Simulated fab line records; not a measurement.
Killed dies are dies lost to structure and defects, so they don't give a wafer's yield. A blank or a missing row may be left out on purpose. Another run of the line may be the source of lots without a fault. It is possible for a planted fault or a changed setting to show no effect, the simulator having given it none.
fab line records ; flow sky130
record: lots: 14; wafers: 42; last_day: 50
route steps=708 shown VIA3@589 METAL4@601 VIA4@642
lots with no fault: from the same line, run without faults
start_h: hours from the record's first day to the start of the lot's first wafer shown ; wait_h: how many hours have passed since the lot's step before this one ; " as in the row above ; L1.1+2: one row covering several wafers at once ; - no value present, or no start provided ; * or withheld: withheld ; < > ~ a bound
route shown NAME@n: a module of which the file shows steps, and the number in the route of the first ; usual: average and standard deviation across the fault-free wafers ; same: alike in all rows ; chamber/n: place in a boat ; sites: the reading at each site ; _std_site: standard deviation of those values ; _edge_site: the outer-site mean with the inner-site mean subtracted ; radius_mm: how far each site lies from the wafer's centre ; mask NAME#n: copy n ; behind: the last tool/chamber to shape the wafer ; hold: why the lot was held/for how many hours/how that ended ; device: the transistor (n, p or np) that didn't switch ; end of line: the tests these same wafers got at the end of their route ; where a step has no rows: the recipe by itself ; killed: dies lost to structure and defects at the first sort, not the wafer's yield ; map: shows each die of a wafer: x if killed, . if not, _ if none is there
set.NAME: setting as actually run; set.NAME@STEP: the setting as run at that earlier step ; model.NAME: the simulator's own value behind a step, which no gauge read
the route's steps for a sample of lots (tables are steps, rows are wafers)
services: when a tool's chamber went out of use (start_h, in hours from the record's first day, below 0 if earlier), for how many hours, and the reason
== steps ==
step: SKY_VIA3_STRIP_16
recipe: chemistry: O2/N2; power_w: 1400; pressure_mtorr: 1500; platen_temp_c: withheld; o2_flow_sccm: 3000; n2_flow_sccm: 300; overash_fraction: 0.5
usual: drypump_motor_current_A: 5.5/0.49; o2_flow_sccm: 3001/9.3; oes_product_au: 0.402/0.0044; strip_time_to_endpoint_s: 4.130/0.022
same: overash_fraction: 0.5
lot.wafer;tool;chamber;start_h;wait_h;drypump_motor_current_A;o2_flow_sccm;oes_product_au;rf_hours_counter_h;strip_time_to_endpoint_s
L688.1;plasma_asher-04;1;938.93;0.0;4.7;3010;0.392;81;4.131
L688.3;plasma_asher-04;1;938.93;0.0;4.7;3002;0.402;-;4.158
L688.4;plasma_asher-04;0;938.93;0.0;5.9;3005;0.403;-;4.118
L689.1;plasma_asher-02;1;946.68;0.0;5.6;3009;0.395;52;4.126
L689.3;plasma_asher-02;1;946.68;0.0;5.5;3001;0.398;-;4.089
L689.6;plasma_asher-02;0;946.68;0.0;6.3;2993;0.407;-;4.126
L690.1;plasma_asher-04;1;967.82;0.0;4.7;3003;0.394;84;4.138
L690.2;plasma_asher-04;0;967.82;0.0;5.9;2998;0.407;84;4.167
L690.6;plasma_asher-04;0;967.82;0.0;5.9;3001;0.398;-;4.142
L693.1;plasma_asher-02;1;979.32;0.0;5.6;3004;0.405;55;4.115
L693.3;plasma_asher-02;0;979.32;0.0;6.3;2983;0.403;-;4.164
L693.4;plasma_asher-02;1;979.32;0.0;5.6;2993;0.398;-;4.160
L694.1;plasma_asher-03;0;982.97;0.0;5.5;2996;0.398;112;4.116
L694.4;plasma_asher-03;1;982.97;0.0;5.3;3005;0.395;-;4.104
L694.6;plasma_asher-03;0;982.97;0.0;5.5;2993;0.400;-;4.131
L695.2;plasma_asher-04;0;987.43;0.0;6.0;2998;0.403;86;4.141
L695.3;plasma_asher-04;1;987.43;0.0;4.7;3010;0.408;-;4.124
L695.5;plasma_asher-04;1;987.43;0.0;4.7;3001;0.402;-;4.150
L696.1;plasma_asher-03;0;995.13;0.0;5.5;3005;0.401;113;4.146
L696.3;plasma_asher-03;1;995.13;0.0;5.3;3002;0.395;-;4.146
L696.5;plasma_asher-03;1;995.13;0.0;5.3;3008;0.406;-;4.126
L697.1;plasma_asher-04;0;1002.88;0.0;5.9;2995;0.403;87;4.161
L697.2;plasma_asher-04;1;1002.88;0.0;4.7;2992;0.403;87;4.136
L697.6;plasma_asher-04;0;1002.88;0.0;6.0;3000;0.400;-;4.189
L700.1;plasma_asher-03;0;1023.03;0.0;5.5;2995;0.402;116;4.085
L700.3;plasma_asher-03;1;1023.03;0.0;5.3;3001;0.404;-;4.095
L700.6;plasma_asher-03;1;1023.03;0.0;5.3;3004;0.404;-;4.112
L701.1;plasma_asher-04;1;1026.58;0.0;4.7;2986;0.402;90;4.144
L701.3;plasma_asher-04;1;1026.58;0.0;4.7;2980;0.396;-;4.141
L701.6;plasma_asher-04;1;1026.58;0.0;4.7;2991;0.400;-;4.084
L702.1;plasma_asher-02;1;1034.93;0.0;5.6;3004;0.402;60;4.074
L702.3;plasma_asher-02;1;1034.93;0.0;5.5;2994;0.396;-;4.151
L702.5;plasma_asher-02;0;1034.93;0.0;6.3;2996;0.405;-;4.148
L703.1;plasma_asher-04;0;1039.82;0.0;5.9;3001;0.397;91;4.157
L703.2;plasma_asher-04;1;1039.82;0.0;4.7;3015;0.398;91;4.107
L703.5;plasma_asher-04;1;1039.82;0.0;4.7;3005;0.397;-;4.148
L709.1;plasma_asher-03;1;1080.82;0.0;5.3;3008;0.401;1;4.134
L709.3;plasma_asher-03;0;1080.82;0.0;5.6;2994;0.406;-;4.141
L709.6;plasma_asher-03;0;1080.82;0.0;5.5;2999;0.398;-;4.130
L710.2;plasma_asher-02;1;1088.38;0.0;5.6;3006;0.409;65;4.162
L710.3;plasma_asher-02;0;1088.38;0.0;6.3;3004;0.398;-;4.160
L710.4;plasma_asher-02;1;1088.38;0.0;5.6;3003;0.398;-;4.113
step: SKY_METAL4_SPUTTER_03
recipe: material: Ti; target_thk_nm: 5; power_w: 3000; time_s: 3.3; chamber_pressure_pa: 0.4
usual: throttle_valve_pct: 29.8/0.96
lot.wafer;tool;chamber;start_h;wait_h;throttle_valve_pct
L688.1;pvd_sputter-03;-;940.32;0.0;30.5
L688.3;pvd_sputter-03;-;940.32;0.0;29.8
L688.4;pvd_sputter-03;-;940.32;0.0;29.6
L689.1;pvd_sputter-01;-;948.03;0.0;31.1
L689.3;pvd_sputter-01;-;948.03;0.0;29.6
L689.6;pvd_sputter-01;-;948.03;0.0;31.4
L690.1;pvd_sputter-04;-;969.20;0.0;29.7
L690.2;pvd_sputter-04;-;969.20;0.0;29.9
L690.6;pvd_sputter-04;-;969.20;0.0;29.7
L693.1;pvd_sputter-03;-;980.66;0.0;30.1
L693.3;pvd_sputter-03;-;980.66;0.0;30.2
L693.4;pvd_sputter-03;-;980.66;0.0;30.0
L694.1;pvd_sputter-03;-;984.31;0.0;29.7
L694.4;pvd_sputter-03;-;984.31;0.0;30.0
L694.6;pvd_sputter-03;-;984.31;0.0;29.9
L695.2;pvd_sputter-01;-;988.77;0.0;29.1
L695.3;pvd_sputter-01;-;988.77;0.0;31.0
L695.5;pvd_sputter-01;-;988.77;0.0;31.1
L696.1;pvd_sputter-04;-;996.48;0.0;30.0
L696.3;pvd_sputter-04;-;996.48;0.0;28.0
L696.5;pvd_sputter-04;-;996.48;0.0;30.0
L697.1;pvd_sputter-01;-;1004.23;0.0;29.0
L697.2;pvd_sputter-01;-;1004.23;0.0;31.0
L697.6;pvd_sputter-01;-;1004.23;0.0;29.0
L700.1;pvd_sputter-01;-;1024.37;0.0;28.9
L700.3;pvd_sputter-01;-;1024.37;0.0;31.1
L700.6;pvd_sputter-01;-;1024.37;0.0;28.7
L701.1;pvd_sputter-04;-;1027.92;0.0;29.6
L701.3;pvd_sputter-04;-;1027.92;0.0;29.5
L701.6;pvd_sputter-04;-;1027.92;0.0;28.0
L702.1;pvd_sputter-01;-;1036.31;0.0;28.8
L702.3;pvd_sputter-01;-;1036.31;0.0;31.6
L702.5;pvd_sputter-01;-;1036.31;0.0;31.1
L703.1;pvd_sputter-01;-;1041.16;0.0;31.1
L703.2;pvd_sputter-01;-;1041.16;0.0;29.6
L703.5;pvd_sputter-01;-;1041.16;0.0;29.5
L709.1;pvd_sputter-04;-;1082.17;0.0;29.8
L709.3;pvd_sputter-04;-;1082.17;0.0;27.8
L709.6;pvd_sputter-04;-;1082.17;0.0;29.7
L710.2;pvd_sputter-04;-;1089.72;0.0;27.9
L710.3;pvd_sputter-04;-;1089.72;0.0;29.9
L710.4;pvd_sputter-04;-;1089.72;0.0;29.8
step: SKY_METAL4_ETCH_16
recipe: chemistry: N2/H2; target: BARC; ion_energy_ev: 200; bias_w: 100; pressure_mtorr: 30; n2_flow_sccm: 100; h2_flow_sccm: 200; icp_w: 500; stop_on: SiO2; time_s: 88.2; target_depth_a: 600
usual: bias_w: 100.0/0.31; chamber_pressure_mTorr: 29.994/0.03; drypump_motor_current_A: 5.3/0.49; oes_product_au: 0.625/0.005; throttle_valve_pct: 13.206/0.0096
lot.wafer;tool;chamber;start_h;wait_h;bias_w;chamber_pressure_mTorr;drypump_motor_current_A;oes_product_au;rf_hours_counter_h;throttle_valve_pct
L688.1;rie_metal-01;0;989.80;0.0;100.0;30.025;6.0;0.629;24;13.212
L688.3;rie_metal-01;1;989.80;0.0;99.7;30.002;5.0;0.619;-;13.202
L688.4;rie_metal-01;0;989.80;0.0;100.2;30.010;6.0;0.622;-;13.195
L689.1;rie_metal-02;1;997.19;0.1;99.6;29.979;5.9;0.630;11;13.201
L689.3;rie_metal-02;1;997.19;0.1;99.7;29.997;5.9;0.631;-;13.214
L689.6;rie_metal-02;1;997.19;0.1;100.4;29.949;5.9;0.627;-;13.202
L690.1;rie_metal-01;1;1016.50;0.1;100.3;29.939;5.0;0.632;20;13.214
L690.2;rie_metal-01;1;1016.50;0.1;100.1;30.002;5.0;0.615;-;13.212
L690.6;rie_metal-01;1;1016.50;0.1;100.3;30.047;5.0;0.628;-;13.211
L693.1;rie_metal-01;1;1028.14;0.1;100.1;29.978;5.0;0.623;21;13.209
L693.3;rie_metal-01;1;1028.14;0.1;100.1;29.964;5.0;0.631;-;13.200
L693.4;rie_metal-01;1;1028.14;0.1;99.7;29.976;5.0;0.623;-;13.197
L694.1;rie_metal-01;0;1031.46;0.0;100.3;29.991;6.0;0.634;0;13.213
L694.4;rie_metal-01;0;1031.46;0.0;100.2;29.973;6.0;0.625;-;13.196
L694.6;rie_metal-01;0;1031.46;0.0;100.4;29.995;6.0;0.627;-;13.209
L695.2;rie_metal-02;0;1035.77;0.0;100.3;30.002;5.3;0.627;7;13.208
L695.3;rie_metal-02;0;1035.77;0.0;100.3;29.974;5.3;0.616;-;13.204
L695.5;rie_metal-02;1;1035.77;0.0;100.0;30.036;5.9;0.625;-;13.212
L696.1;rie_metal-01;0;1043.91;0.0;99.6;30.001;6.0;0.618;0;13.215
L696.3;rie_metal-01;0;1043.91;0.0;100.0;30.019;5.9;0.620;-;13.202
L696.5;rie_metal-01;0;1043.91;0.0;99.6;30.010;6.0;0.621;-;13.211
L697.1;rie_metal-01;1;1049.85;0.0;100.3;30.004;5.0;0.618;23;13.210
L697.2;rie_metal-01;0;1049.85;0.0;100.5;29.981;6.0;0.612;1;13.222
L697.6;rie_metal-01;0;1049.85;0.0;100.8;29.989;6.0;0.625;-;13.208
L700.1;rie_metal-04;0;1070.30;0.0;-;-;-;-;-;-
L700.3;rie_metal-04;1;1070.30;0.0;-;-;-;-;-;-
L700.6;rie_metal-04;1;1070.30;0.0;-;-;-;-;-;-
L701.1;rie_metal-02;0;1073.30;0.0;-;-;-;-;-;-
L701.3;rie_metal-02;1;1073.30;0.0;-;-;-;-;-;-
L701.6;rie_metal-02;0;1073.30;0.0;-;-;-;-;-;-
L702.1;rie_metal-04;1;1081.10;0.0;100.2;29.962;4.7;0.623;18;13.221
L702.3;rie_metal-04;1;1081.10;0.0;100.4;30.009;4.7;0.619;-;13.196
L702.5;rie_metal-04;0;1081.10;0.0;99.4;30.030;4.9;0.622;-;13.207
L703.1;rie_metal-04;1;1085.52;0.0;99.6;29.986;4.7;0.624;18;13.197
L703.2;rie_metal-04;0;1085.52;0.0;100.0;30.016;4.9;0.625;20;13.199
L703.5;rie_metal-04;1;1085.52;0.0;99.8;29.975;4.7;0.627;-;13.206
L709.1;rie_metal-02;1;1123.10;0.0;100.3;29.979;5.9;0.634;21;13.210
L709.3;rie_metal-02;1;1123.10;0.0;100.3;30.041;5.9;0.625;-;13.202
L709.6;rie_metal-02;1;1123.10;0.0;100.1;30.009;5.9;0.632;-;13.221
L710.2;rie_metal-01;0;1130.13;0.1;100.0;29.965;6.0;0.624;-;13.191
L710.3;rie_metal-01;0;1130.13;0.1;100.4;30.010;5.9;0.626;-;13.228
L710.4;rie_metal-01;0;1130.13;0.1;100.0;30.018;6.0;0.622;-;13.191
step: SKY_METAL4_ETCH_17
recipe: target: SiO2; stop_on: TiN; chemistry: C4F8/O2/Ar; source_w: 1500; bias_w: 1200; pressure_mtorr: 40; c4f8_flow_sccm: withheld; O2_flow_sccm: 6; Ar_flow_sccm: 300; time_s: 3.9; target_depth_a: 150
usual: bias_w: 1199/3.9; chamber_pressure_mTorr: 40.00/0.041; oes_product_au: 0.752/0.008
lot.wafer;tool;chamber;start_h;wait_h;bias_w;chamber_pressure_mTorr;oes_product_au;rf_hours_counter_h
L688.1;rie_diel-01;2;989.90;0.1;1196;39.99;0.752;15
L688.3;rie_diel-01;0;989.90;0.1;1196;40.03;0.733;22
L688.4;rie_diel-01;1;989.90;0.1;1197;40.05;0.764;20
L689.1;rie_diel-02;2;997.39;0.2;1208;39.98;0.752;25
L689.3;rie_diel-02;3;997.39;0.2;1209;39.98;0.744;4
L689.6;rie_diel-02;1;997.39;0.2;1200;40.06;0.771;-
L690.1;rie_diel-04;0;1016.70;0.2;1208;39.97;0.747;13
L690.2;rie_diel-04;1;1016.70;0.2;1198;39.99;0.742;18
L690.6;rie_diel-04;3;1016.70;0.2;1191;40.04;0.756;-
L693.1;rie_diel-02;1;1028.34;0.2;1195;39.94;0.744;16
L693.3;rie_diel-02;2;1028.34;0.2;1206;39.98;0.743;25
L693.4;rie_diel-02;0;1028.34;0.2;1199;40.06;0.736;14
L694.1;rie_diel-04;0;1031.56;0.1;1202;39.92;0.751;13
L694.4;rie_diel-04;2;1031.56;0.1;1197;40.01;0.756;23
L694.6;rie_diel-04;0;1031.56;0.1;1196;40.00;0.754;-
L695.2;rie_diel-04;2;1035.87;0.1;1200;39.95;0.744;23
L695.3;rie_diel-04;3;1035.87;0.1;1207;39.92;0.747;11
L695.5;rie_diel-04;0;1035.87;0.1;1198;39.97;0.754;-
L696.1;rie_diel-02;0;1044.01;0.1;1202;39.96;0.743;14
L696.3;rie_diel-02;3;1044.01;0.1;1198;39.95;0.748;6
L696.5;rie_diel-02;0;1044.01;0.1;1204;39.95;0.751;-
L697.1;rie_diel-04;1;1049.95;0.1;1199;39.96;0.750;19
L697.2;rie_diel-04;0;1049.95;0.1;1198;39.98;0.745;14
L697.6;rie_diel-04;3;1049.95;0.1;1194;40.02;0.762;-
L700.1;rie_diel-04;2;1070.40;0.1;1198;40.09;0.375;24
L700.3;rie_diel-04;1;1070.40;0.1;1202;39.91;0.379;20
L700.6;rie_diel-04;3;1070.40;0.1;1199;39.98;0.377;-
L701.1;rie_diel-04;2;1073.40;0.1;1194;40.00;0.373;24
L701.3;rie_diel-04;1;1073.40;0.1;1202;40.02;0.369;20
L701.6;rie_diel-04;2;1073.40;0.1;1200;39.97;0.371;-
L702.1;rie_diel-01;2;1081.20;0.1;1200;40.05;0.751;18
L702.3;rie_diel-01;0;1081.20;0.1;1204;39.97;0.761;0
L702.5;rie_diel-01;0;1081.20;0.1;1200;39.97;0.770;-
L703.1;rie_diel-02;0;1085.62;0.1;1193;40.04;0.762;15
L703.2;rie_diel-02;1;1085.62;0.1;1195;39.92;0.748;18
L703.5;rie_diel-02;1;1085.62;0.1;1204;40.03;0.758;-
L709.1;rie_diel-04;2;1123.20;0.1;1201;40.03;0.752;25
L709.3;rie_diel-04;0;1123.20;0.1;1199;40.03;0.744;16
L709.6;rie_diel-04;0;1123.20;0.1;1199;40.01;0.750;-
L710.2;rie_diel-02;0;1130.29;0.1;1202;39.92;0.747;17
L710.3;rie_diel-02;3;1130.29;0.1;1195;39.99;0.748;9
L710.4;rie_diel-02;2;1130.29;0.1;1201;39.96;0.760;2
step: SKY_METAL4_METAL_ETCH_18
recipe: target_depth_a: 8450; stop_on: SiO2; over_etch_frac: 0.3; time_s: 183.1; chemistry: Cl2/BCl3; resist_sidewall_deg: 88; pressure_mtorr: 10; icp_w: 900; bias_w: 48.5; Cl2_flow_sccm: 60; bcl3_flow_sccm: 30
usual: bcl3_flow_sccm: 29.99/0.091; bias_w: 48.53/0.14; drypump_motor_current_A: 5.4/0.46; oes_product_au: 0.865/0.0066; throttle_valve_pct: 22.264/0.01
lot.wafer;tool;chamber;start_h;wait_h;bcl3_flow_sccm;bias_w;drypump_motor_current_A;oes_product_au;rf_hours_counter_h;throttle_valve_pct
L688.1;rie_metal-02;1;989.91;0.0;30.12;48.26;5.9;0.867;10;22.261
L688.3;rie_metal-02;1;989.91;0.0;29.94;48.42;5.9;0.863;-;22.283
L688.4;rie_metal-02;1;989.91;0.0;30.13;48.42;5.9;0.869;-;22.270
L689.1;rie_metal-04;1;997.41;0.0;30.04;48.62;4.6;0.863;13;22.267
L689.3;rie_metal-04;1;997.41;0.0;30.07;48.58;4.7;0.859;-;22.258
L689.6;rie_metal-04;1;997.41;0.0;30.02;48.70;4.6;0.862;-;22.276
L690.1;rie_metal-04;0;1016.72;0.0;30.09;48.57;4.9;0.865;16;22.273
L690.2;rie_metal-04;1;1016.72;0.0;30.02;48.43;4.7;0.868;14;22.285
L690.6;rie_metal-04;1;1016.72;0.0;30.03;48.42;4.7;0.869;-;22.265
L693.1;rie_metal-02;0;1028.36;0.0;30.08;48.67;5.3;0.869;7;22.266
L693.3;rie_metal-02;1;1028.36;0.0;29.90;48.54;5.9;0.872;-;22.260
L693.4;rie_metal-02;0;1028.36;0.0;29.95;48.69;5.3;0.885;-;22.253
L694.1;rie_metal-04;1;1031.58;0.0;30.10;48.69;4.7;0.870;15;22.261
L694.4;rie_metal-04;0;1031.58;0.0;29.83;48.64;4.9;0.870;-;22.272
L694.6;rie_metal-04;0;1031.58;0.0;30.03;48.71;4.9;0.865;-;22.262
L695.2;rie_metal-01;1;1035.95;0.1;29.92;48.46;5.0;0.856;-;22.278
L695.3;rie_metal-01;1;1035.95;0.1;29.92;48.83;5.0;0.853;-;22.275
L695.5;rie_metal-01;1;1035.95;0.1;29.88;48.53;5.0;0.863;-;22.264
L696.1;rie_metal-02;1;1044.03;0.0;30.00;48.23;5.9;0.866;14;22.268
L696.3;rie_metal-02;0;1044.03;0.0;29.89;48.57;5.3;0.856;-;22.275
L696.5;rie_metal-02;0;1044.03;0.0;29.85;48.59;5.3;0.857;-;22.270
L697.1;rie_metal-02;0;1049.96;0.0;29.86;48.41;5.3;0.864;8;22.273
L697.2;rie_metal-02;1;1049.96;0.0;29.96;48.32;5.9;0.870;15;22.271
L697.6;rie_metal-02;0;1049.96;0.0;30.03;48.18;5.3;0.860;-;22.261
L700.1;rie_metal-02;1;1070.41;0.0;30.14;48.52;5.9;0.377;16;22.262
L700.3;rie_metal-02;0;1070.41;0.0;30.05;48.59;5.3;0.367;-;22.256
L700.6;rie_metal-02;0;1070.41;0.0;29.98;48.48;5.3;0.384;-;22.265
L701.1;rie_metal-01;0;1073.41;0.0;30.05;48.39;6.0;0.373;3;22.260
L701.3;rie_metal-01;0;1073.41;0.0;29.98;48.31;5.9;0.376;-;22.282
L701.6;rie_metal-01;1;1073.41;0.0;29.92;48.58;5.0;0.381;-;22.263
L702.1;rie_metal-01;1;1081.21;0.0;29.96;48.43;5.0;0.869;26;22.267
L702.3;rie_metal-01;1;1081.21;0.0;30.09;48.62;5.0;0.868;-;22.257
L702.5;rie_metal-01;1;1081.21;0.0;30.21;48.68;5.0;0.877;-;22.259
L703.1;rie_metal-01;0;1085.64;0.0;30.01;48.47;6.0;0.863;4;22.282
L703.2;rie_metal-01;1;1085.64;0.0;30.00;48.57;5.0;0.862;26;22.249
L703.5;rie_metal-01;0;1085.64;0.0;29.99;48.76;6.0;0.861;-;22.268
L709.1;rie_metal-01;0;1123.22;0.0;29.83;48.42;5.9;0.861;7;22.261
L709.3;rie_metal-01;0;1123.22;0.0;29.93;48.67;5.9;0.853;-;22.281
L709.6;rie_metal-01;0;1123.22;0.0;29.91;48.49;5.9;0.858;-;22.262
L710.2;rie_metal-02;0;1130.31;0.0;30.05;48.42;5.3;0.857;15;22.269
L710.3;rie_metal-02;0;1130.31;0.0;30.04;48.34;5.3;0.864;-;22.261
L710.4;rie_metal-02;1;1130.31;0.0;30.03;48.38;5.9;0.863;-;22.262
step: SKY_METAL4_STRIP_19
recipe: chemistry: O2/N2; power_w: 1400; pressure_mtorr: 1500; platen_temp_c: withheld; o2_flow_sccm: 3000; n2_flow_sccm: 300; overash_fraction: 0.5
usual: drypump_motor_current_A: 5.3/0.36; o2_flow_sccm: 3001/9.8; oes_product_au: 0.501/0.0054; strip_time_to_endpoint_s: 6.50/0.073
same: overash_fraction: 0.5
lot.wafer;tool;chamber;start_h;wait_h;drypump_motor_current_A;o2_flow_sccm;oes_product_au;rf_hours_counter_h;strip_time_to_endpoint_s
L688.1;plasma_asher-04;0;990.27;0.3;5.9;2994;0.498;86;6.48
L688.3;plasma_asher-04;1;990.27;0.3;4.7;3016;0.501;-;6.51
L688.4;plasma_asher-04;0;990.27;0.3;5.9;3006;0.499;-;6.54
L689.1;plasma_asher-01;0;997.59;0.1;4.9;2989;0.502;25;6.49
L689.3;plasma_asher-01;0;997.59;0.1;4.9;2992;0.513;-;6.46
L689.6;plasma_asher-01;0;997.59;0.1;4.9;2989;0.494;-;6.46
L690.1;plasma_asher-04;1;1016.90;0.1;4.7;3002;0.505;89;6.59
L690.2;plasma_asher-04;0;1016.90;0.1;5.9;2983;0.498;89;6.59
L690.6;plasma_asher-04;1;1016.90;0.1;4.7;3010;0.502;-;6.57
L693.1;plasma_asher-01;0;1028.54;0.1;4.9;2995;0.499;29;6.47
L693.3;plasma_asher-01;0;1028.54;0.1;4.9;2995;0.503;-;6.50
L693.4;plasma_asher-01;1;1028.54;0.1;5.1;2987;0.503;-;6.52
L694.1;plasma_asher-03;1;1031.76;0.1;5.3;3014;0.502;117;6.48
L694.4;plasma_asher-03;1;1031.76;0.1;5.3;3009;0.509;-;6.55
L694.6;plasma_asher-03;0;1031.76;0.1;5.5;2997;0.500;-;6.58
L695.2;plasma_asher-01;0;1036.24;0.2;4.9;3003;0.508;29;6.61
L695.3;plasma_asher-01;1;1036.24;0.2;5.1;2991;0.511;-;6.66
L695.5;plasma_asher-01;1;1036.24;0.2;5.1;2994;0.505;-;6.63
L696.1;plasma_asher-04;1;1044.21;0.1;4.7;2997;0.504;91;6.50
L696.3;plasma_asher-04;0;1044.21;0.1;5.9;2988;0.507;-;6.52
L696.5;plasma_asher-04;0;1044.21;0.1;5.9;2991;0.501;-;6.52
L697.1;plasma_asher-03;1;1050.14;0.1;5.3;3005;0.497;119;6.50
L697.2;plasma_asher-03;0;1050.14;0.1;5.5;3013;0.495;119;6.36
L697.6;plasma_asher-03;1;1050.14;0.1;5.3;3003;0.512;-;6.53
L700.1;plasma_asher-01;1;1070.59;0.1;5.1;2990;0.529;33;6.97
L700.3;plasma_asher-01;0;1070.59;0.1;4.9;3001;0.520;-;6.95
L700.6;plasma_asher-01;0;1070.59;0.1;4.9;3010;0.522;-;6.95
L701.1;plasma_asher-01;0;1073.59;0.1;4.9;3010;0.519;34;7.04
L701.3;plasma_asher-01;0;1073.59;0.1;4.9;2989;0.521;-;7.05
L701.6;plasma_asher-01;0;1073.59;0.1;4.9;2992;0.525;-;7.07
L702.1;plasma_asher-01;0;1081.39;0.1;4.9;3013;0.500;34;6.54
L702.3;plasma_asher-01;1;1081.39;0.1;5.1;3000;0.509;-;6.50
L702.5;plasma_asher-01;0;1081.39;0.1;4.9;3012;0.497;-;6.53
L703.1;plasma_asher-04;0;1085.82;0.1;5.9;3001;0.510;96;6.58
L703.2;plasma_asher-04;1;1085.82;0.1;4.7;3009;0.501;96;6.56
L703.5;plasma_asher-04;0;1085.82;0.1;5.9;3006;0.492;-;6.52
L709.1;plasma_asher-03;0;1123.57;0.3;5.5;3022;0.494;5;6.45
L709.3;plasma_asher-03;0;1123.57;0.3;5.5;3006;0.496;-;6.41
L709.6;plasma_asher-03;1;1123.57;0.3;5.3;2987;0.496;-;6.46
L710.2;plasma_asher-04;1;1130.49;0.1;4.7;3006;0.505;100;6.51
L710.3;plasma_asher-04;1;1130.49;0.1;4.7;2997;0.495;-;6.50
L710.4;plasma_asher-04;0;1130.49;0.1;5.9;2996;0.506;-;6.38
step: SKY_VIA4_BOW_MEAS_03
recipe: mode: bow
usual: VIA4_BOW: 79/8.1
lot.wafer;tool;chamber;start_h;wait_h;VIA4_BOW[um]
L688.1;film_metro-01;-;991.40;0.2;71
L688.3;film_metro-01;-;991.40;0.2;76
L688.4;film_metro-01;-;991.40;0.2;75
L689.1;film_metro-03;-;998.72;0.1;82
L689.3;film_metro-03;-;998.72;0.1;69
L689.6;film_metro-03;-;998.72;0.1;89
L690.1;film_metro-01;-;1018.03;0.1;73
L690.2;film_metro-01;-;1018.03;0.1;84
L690.6;film_metro-01;-;1018.03;0.1;83
L693.1;film_metro-02;-;1029.71;0.1;83
L693.3;film_metro-02;-;1029.71;0.1;85
L693.4;film_metro-02;-;1029.71;0.1;76
L694.1;film_metro-02;-;1032.89;0.2;77
L694.4;film_metro-02;-;1032.89;0.2;79
L694.6;film_metro-02;-;1032.89;0.2;78
L695.2;film_metro-03;-;1037.43;0.3;79
L695.3;film_metro-03;-;1037.43;0.3;72
L695.5;film_metro-03;-;1037.43;0.3;85
L696.1;film_metro-01;-;1045.43;0.1;90
L696.3;film_metro-01;-;1045.43;0.1;76
L696.5;film_metro-01;-;1045.43;0.1;91
L697.1;film_metro-03;-;1051.27;0.2;75
L697.2;film_metro-03;-;1051.27;0.2;63
L697.6;film_metro-03;-;1051.27;0.2;78
L702.1;film_metro-03;-;1082.53;0.1;77
L702.3;film_metro-03;-;1082.53;0.1;65
L702.5;film_metro-03;-;1082.53;0.1;75
L703.1;film_metro-02;-;1087.04;0.1;83
L703.2;film_metro-02;-;1087.04;0.1;87
L703.5;film_metro-02;-;1087.04;0.1;91
L709.1;film_metro-02;-;1124.71;0.1;85
L709.3;film_metro-02;-;1124.71;0.1;76
L709.6;film_metro-02;-;1124.71;0.1;87
L710.2;film_metro-03;-;1131.64;0.3;70
L710.3;film_metro-03;-;1131.64;0.3;84
L710.4;film_metro-03;-;1131.64;0.3;87
== services ==
tool;chamber;start_h;hours;kind
pvd_sputter-01;-;917.96;1.3;repair
rie_diel-02;-;926.08;1.0;repair
rie_diel-04;1;934.40;10.5;repair
rie_diel-02;-;943.86;4.4;repair
rie_metal-04;-;953.81;15.6;pm
rie_metal-01;-;954.03;0.5;repair
rie_diel-04;3;955.07;1.9;repair
rie_diel-02;1;955.46;9.7;repair
pvd_sputter-04;-;955.68;3.5;repair
plasma_asher-04;-;960.08;4.3;repair
rie_metal-02;0;976.26;21.6;repair
rie_diel-02;0;985.41;3.5;repair
rie_diel-02;-;990.60;1.5;repair
rie_metal-04;-;991.72;2.8;pm
rie_diel-02;-;1003.04;15.6;pm
rie_metal-01;0;1032.29;6.4;repair
rie_diel-02;0;1052.24;3.3;repair
pvd_sputter-01;-;1053.21;12.4;repair
plasma_asher-03;-;1055.25;9.0;pm
plasma_asher-03;-;1079.78;0.3;repair
plasma_asher-03;-;1089.65;1.3;repair
rie_diel-04;2;1105.82;5.4;repair
rie_diel-04;3;1116.63;10.8;repair
plasma_asher-03;-;1124.73;2.8;pm
== key ==
first_sign: step: SKY_METAL4_ETCH_16; reading: tool_record; direction: missing
effect: step: SKY_METAL4_ETCH_17; reading: oes_product_au; direction: down; sigmas: 47; usual: 0.752; struck: 0.374
effect: step: SKY_METAL4_METAL_ETCH_18; reading: oes_product_au; direction: down; sigmas: 74; usual: 0.865; struck: 0.376
effect: step: SKY_METAL4_STRIP_19; reading: strip_time_to_endpoint_s; direction: up; sigmas: 7; usual: *; struck: *
met_at SKY_METAL4_ETCH_16
struck_lots L700,L701
later_rows_left_out L700.1,L700.3,L700.6,L701.1,L701.3,L701.6
sort_left_out L700.1,L700.3,L700.6,L701.1,L701.3,L701.6
not_acting_at SKY_VIA3_STRIP_16,SKY_METAL4_SPUTTER_03,SKY_VIA4_BOW_MEAS_03
onset_between 1035.77 1070.30
fault: kind: skipped_step_whole; tool: rie_metal-02,rie_metal-04; chamber: -; onset_h: 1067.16; steps: SKY_METAL4_ETCH_16; scope: struck_lots_only
sort_left_out: the simulated sort isn't trusted on such a fault, so these wafers' sort isn't shown, and their yield isn't known
later_rows_left_out: the simulator's readings of these wafers behind a module that went badly wrong aren't trusted and aren't shown, but for the sort
